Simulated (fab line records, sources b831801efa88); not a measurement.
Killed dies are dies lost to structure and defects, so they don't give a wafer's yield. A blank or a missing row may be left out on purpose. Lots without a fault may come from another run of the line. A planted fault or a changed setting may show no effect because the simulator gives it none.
A struck lot beside a sound one | flow gf180mcu | 14 steps out of a route of 602
Sound: wafers L610.1, L610.2, L610.6. Struck: wafer L617.2. (L617.3 of the same lot was not struck and is left out.) The cause comes at the end.
At each step with rows: each side's tool, then ch and its chambers, then its first start. Under that, the readings that differ: sound wafers | struck wafers | difference of the means | sigmas: that difference in standard deviations of wafers without a fault.
alike: readings whose means differ by less than 2 such deviations, and words and numbers that are the same on both sides. not compared: withheld readings, readings that some wafer has no value for, bounds like >300 that may hide the same value, and numbers for which the record gives no deviation and whose values overlap.
The two part at a step that has a row with sigmas, a row that says differs or no value, or rows on one side only. Numbers that don't overlap but have no deviation are shown without sigmas and don't part them. A reading that every wafer of one side lacks parts them only if that side has two wafers or more.

GF_V2_ETCH_16: etches BARC in N2/H2.
  sound on rie_diel-04 ch 0,3, day 20 15:55; struck on rie_diel-01 ch 0, day 23 15:04
  alike: drypump_motor_current_A, oes_product_au, rf_fwd_power_W, throttle_valve_pct
then, 1 step without rows for these wafers: GF_V2_ETCH_17 (etches SiO2 in C4F8/O2/Ar, stops on TiN, target depth 630 nm).
GF_V2_STRIP_18: strips in O2/N2.
  sound on plasma_asher-02 ch 0,1, day 20 16:02; struck on plasma_asher-03 ch 0, day 23 15:11
  reading            | sound       | struck | difference | sigmas
  heater_power_w (W) | 413 366 361 | 297    | -83        | -2
  alike: drypump_motor_current_A, oes_product_au
  not compared: rf_hours_counter_h
then, 2 steps without rows for these wafers: GF_V2_STRIP_19 (strips in post etch residue remover, time 1200 s); GF_V2_CLEAN_20 (cleans in DIW).
GF_V2_SPUTTER_21: material Ti, target thk 15 nm, time 80.02 s.
  sound on pvd_sputter-01, day 20 16:34; struck on pvd_sputter-03, day 23 15:44
  alike: throttle_valve_pct
then, 2 steps without rows for these wafers: GF_V2_SPUTTER_22 (material TiN, target thk 10 nm, time 40 s); GF_V2_CVD_23 (deposits W, target thk 350 nm, time 104.94 s).
GF_V2_RS_MEAS_24: measures by four-point-probe.
  sound on film_metro-03, day 20 16:47; struck on film_metro-04, day 23 16:00
  alike: V2_W_RS
GF_V2_THK_MEAS_25: measures by xrf.
  sound on film_metro-03, day 20 16:54; struck on film_metro-04, day 23 16:07
  alike: V2_W_THK
then, 1 step without rows for these wafers: GF_V2_CMP_26 (polishes, stops on SiO2, t overpolish 15 s, target thk 0 nm).
GF_M3_SPUTTER_00: material Ti, target thk 37.5 nm, time 150 s.
  sound on pvd_sputter-02, day 20 17:16; struck on pvd_sputter-03, day 23 16:38
  alike: throttle_valve_pct
GF_M3_SPUTTER_01: material TiN, target thk 30 nm, time 25 s.
  sound on pvd_sputter-02, day 20 17:22; struck on pvd_sputter-03, day 23 16:44
  reading                                | sound             | struck | difference | sigmas
  model.TiN_of_M3_SPUTTER_01.thk_nm (nm) | 30.59 30.47 30.47 | 25.18  | -5.33      |
  alike: throttle_valve_pct
GF_M3_SPUTTER_02: material AlCu, target thk 450 nm, time 23.9 s.
  sound on pvd_sputter-02, day 20 17:23; struck on pvd_sputter-03, day 23 16:46
  alike: throttle_valve_pct

WHERE THEY PART
Only at GF_V2_STRIP_18, within this record. Later steps at which nothing parts them and some readings are alike: GF_V2_SPUTTER_21, GF_V2_RS_MEAS_24, GF_V2_THK_MEAS_25, GF_M3_SPUTTER_00, GF_M3_SPUTTER_01, GF_M3_SPUTTER_02.

WHY: what the simulator had put in
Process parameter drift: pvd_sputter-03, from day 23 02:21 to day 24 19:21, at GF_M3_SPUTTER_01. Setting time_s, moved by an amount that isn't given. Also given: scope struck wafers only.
